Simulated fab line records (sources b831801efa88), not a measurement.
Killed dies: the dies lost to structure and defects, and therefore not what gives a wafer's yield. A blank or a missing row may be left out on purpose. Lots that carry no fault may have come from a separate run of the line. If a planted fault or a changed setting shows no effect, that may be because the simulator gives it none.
Which tool is to blame?    flow sfq line    21 wafers sampled from 7 lots at 1 step of a route of 325

== WHAT EACH GAUGE READ, for each wafer ==
SFQ_I0_OVL_MEAS_908.
lot   measured      on          I0_OVL (nm)
L584  day 13 14:50  overlay-01  3 -1 4
L586  day 15 02:22  overlay-02  -4 3 2
L589  day 15 20:12  overlay-02  -5 -3 -5
L592  day 23 01:33  overlay-02  12 2 8
L594  day 24 00:21  overlay-01  -2 3 -4
L603  day 28 00:32  overlay-02  -5 -2 -3
L605  day 28 20:56  overlay-02  0 2 0

== TOOL THAT RAN EACH LOT (tool first, then ch and the chambers of the sampled wafers, then the start) ==
Before these readings, the record contains no process step.

== THE ANSWER, worked out from the rows above alone ==
Rule: usual is defined by the lots themselves. Put in order of their means at a reading, lots are off if they are a third of the lots or fewer, leave a main group of 4 or more, and stand apart from it by a gap of 3 or more times the standard deviation of the main group's means; of several such gaps the widest counts. A main group whose means are all the same, to the digits that the tables above print for the reading, isn't used. A lot without any number at a reading at which 4 lots or more have one is off too. Any other lot the step has rows for is counted as sound.
No lot is off on any of the readings shown, so nothing can be concluded from this.

== WHAT THE SIMULATOR PUT IN ==
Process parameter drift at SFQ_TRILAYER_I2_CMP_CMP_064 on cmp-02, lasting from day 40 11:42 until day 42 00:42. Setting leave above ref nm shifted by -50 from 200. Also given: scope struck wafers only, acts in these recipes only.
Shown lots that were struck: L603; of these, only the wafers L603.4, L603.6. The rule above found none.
